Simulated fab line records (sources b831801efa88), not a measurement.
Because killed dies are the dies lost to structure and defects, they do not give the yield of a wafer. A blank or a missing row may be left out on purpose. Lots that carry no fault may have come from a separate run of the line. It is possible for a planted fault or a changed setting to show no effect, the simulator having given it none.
Which tool did it? ; flow gf180mcu ; 14 lots, 42 wafers sampled, at 4 steps of a route of 602

WHAT EACH GAUGE READ, for each wafer
GF_M3_RS_MEAS_05: measurement is done with a four-point probe.
lot;measured;on;M3_ALCU_RS (ohm/sq)
L745;day 20 12:22;film-metro-02;0.0699 0.0706 0.0704
L746;day 20 20:38;film-metro-02;0.0684 0.0693 0.0694
L749;day 21 22:37;film-metro-02;0.0691 0.0693 0.0690
L751;day 22 12:07;film-metro-01;0.0700 0.0698 0.0694
L754;day 23 14:53;film-metro-04;0.0685 0.0702 0.0687
L755;day 24 07:28;film-metro-04;0.0691 0.0704 0.0693
L756;day 24 13:49;film-metro-01;0.0678 0.0694 0.0684
L758;day 25 04:00;film-metro-01;0.0686 0.0687 0.0696
L761;day 26 00:20;film-metro-02;0.0695 0.0691 0.0683
L762;day 26 09:00;film-metro-04;0.0688 0.0687 0.0697
L764;day 26 22:43;film-metro-04;0.0698 0.0689 0.0692
L766;day 27 15:41;film-metro-04;0.0700 0.0701 0.0703
L767;day 28 03:58;film-metro-02;0.0690 0.0698 0.0696
L768;day 28 11:04;film-metro-04;0.0703 0.0699 0.0690

GF_M3_CD_MEAS_14 targets a cd of 280 nm.
lot;measured;on;cd-nm (nm)
L745;day 21 12:37;cd-sem-02;281.0 278.4 278.6
L746;day 21 20:14;cd-sem-01;280.8 278.8 280.4
L749;day 22 21:41;cd-sem-02;281.0 281.5 281.5
L751;day 23 10:46;cd-sem-01;279.2 279.5 278.3
L754;day 24 13:29;cd-sem-01;281.6 282.6 282.2
L755;day 25 05:58;cd-sem-01;280.3 280.3 281.1
L756;day 25 11:30;cd-sem-01;279.7 280.0 279.3
L758;day 26 01:13;cd-sem-01;279.8 280.7 279.7
L761;day 26 21:40;cd-sem-02;278.8 279.4 280.0
L762;day 27 06:22;cd-sem-01;280.8 281.2 280.3
L764;day 27 18:52;cd-sem-02;278.5 277.7 277.5
L766;day 28 10:58;cd-sem-01;282.3 281.3 281.1
L767;day 28 22:31;cd-sem-01;279.4 280.8 280.9
L768;day 29 05:56;cd-sem-02;280.3 279.8 281.3

WHAT TOOL EACH LOT RAN ON (gives the tool, then ch and the chambers of the sampled wafers, and finally the start)
lot;GF_V2_CVD_23;GF_M3_SPUTTER_04
L745;cvd-w-01 ch 0,1, day 20 11:32;pvd-sputter-03, day 20 12:19
L746;cvd-w-02 ch 0,1, day 20 19:49;pvd-sputter-01, day 20 20:36
L749;cvd-w-02 ch 0,1, day 21 21:48;pvd-sputter-04, day 21 22:34
L751;cvd-w-01 ch 0,1, day 22 11:16;pvd-sputter-03, day 22 12:03
L754;cvd-w-01 ch 0,1, day 23 14:04;pvd-sputter-03, day 23 14:48
L755;cvd-w-01 ch 0,1, day 24 06:38;pvd-sputter-03, day 24 07:22
L756;cvd-w-01 ch 0, day 24 12:35;pvd-sputter-03, day 24 13:46
L758;cvd-w-01 ch 0, day 25 03:05;pvd-sputter-03, day 25 03:56
L761;cvd-w-02 ch 0,1, day 25 23:32;pvd-sputter-03, day 26 00:18
L762;cvd-w-01 ch 0,1, day 26 08:11;pvd-sputter-03, day 26 08:58
L764;cvd-w-02 ch 1, day 26 21:47;pvd-sputter-04, day 26 22:40
L766;cvd-w-02 ch 0,1, day 27 14:52;pvd-sputter-04, day 27 15:36
L767;cvd-w-02 ch 0, day 28 03:08;pvd-sputter-04, day 28 03:55
L768;cvd-w-02 ch 0,1, day 28 10:16;pvd-sputter-01, day 28 11:02
- GF_V2_CVD_23: deposits W, target thk 350 nm, time 104.94 s.
- GF_M3_SPUTTER_04: material TiN, target thk 50 nm, time 41.7 s.

AS READ BY THE TOOLS THEMSELVES (means over the sampled wafers that have a number; for cases with no such wafer, the mark the record gives instead)
GF_V2_CVD_23.
lot;tool;heater-power-w (W)
L745;cvd-w-01;879
L746;cvd-w-02;888
L749;cvd-w-02;846
L751;cvd-w-01;940
L754;cvd-w-01;886
L755;cvd-w-01;951
L756;cvd-w-01;1018
L758;cvd-w-01;1023
L761;cvd-w-02;847
L762;cvd-w-01;900
L764;cvd-w-02;953
L766;cvd-w-02;896
L767;cvd-w-02;789
L768;cvd-w-02;852

GF_M3_SPUTTER_04.
lot;tool;cathode-dc-power-W (W);throttle-valve-pct (%)
L745;pvd-sputter-03;6499.7;30.3
L746;pvd-sputter-01;6500.3;30.6
L749;pvd-sputter-04;6499.5;30.6
L751;pvd-sputter-03;6500.1;30.5
L754;pvd-sputter-03;6499.3;29.7
L755;pvd-sputter-03;6500.6;30.8
L756;pvd-sputter-03;6500.1;29.9
L758;pvd-sputter-03;6500.5;30.7
L761;pvd-sputter-03;6342.6;30.9
L762;pvd-sputter-03;6342.3;30.8
L764;pvd-sputter-04;6501.2;30.3
L766;pvd-sputter-04;6500.5;29.4
L767;pvd-sputter-04;6499.8;29.9
L768;pvd-sputter-01;6500.1;29.5

THE ANSWER, worked out from the rows above alone
Rule: the usual values come from the lots themselves. Put in order of their means at a reading, lots are off if they are a third of the lots or fewer, leave a main group of 4 or more, and stand apart from it by a gap of 3 or more times the standard deviation of the main group's means; of several such gaps the widest counts. If all means in a main group match to the digits the tables above print for the reading, that group is not used. A lot without any number at a reading at which 4 lots or more have one is off too. The other lots that the step has rows for count as sound. First the gauges in route order, then the tools' own readings, where a lot's mean is used as printed above. At the first step where some lot is off, the reading lying furthest off is the one used; lots without a number count as furthest.
Off, at GF_M3_SPUTTER_04 on cathode-dc-power-W: L761, L762. The main group has a mean of 6500.1 W with a standard deviation of 0.5.
A tool fits if, at that step or a process step before it, it ran every lot that is off, and no sound lot after the first of them. One candidate fits, namely pvd-sputter-03 at GF_M3_SPUTTER_04. A fault onset in the window from L758 (day 25 03:56, its last sound lot) to L761 (day 26 00:18, its first lot off) fits.
On the lots that are off, the tool's own readings at GF_M3_SPUTTER_04 differ by more than 5 times the standard deviation of the sound lots' means, which bears it out; cathode-dc-power-W reads 6342.5 W there versus 6500.1 W on the sound lots.

WHAT HAD BEEN PUT IN BY THE SIMULATOR
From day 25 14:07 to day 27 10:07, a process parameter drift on pvd-sputter-03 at GF_M3_SPUTTER_04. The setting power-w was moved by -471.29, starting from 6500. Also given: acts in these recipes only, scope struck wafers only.
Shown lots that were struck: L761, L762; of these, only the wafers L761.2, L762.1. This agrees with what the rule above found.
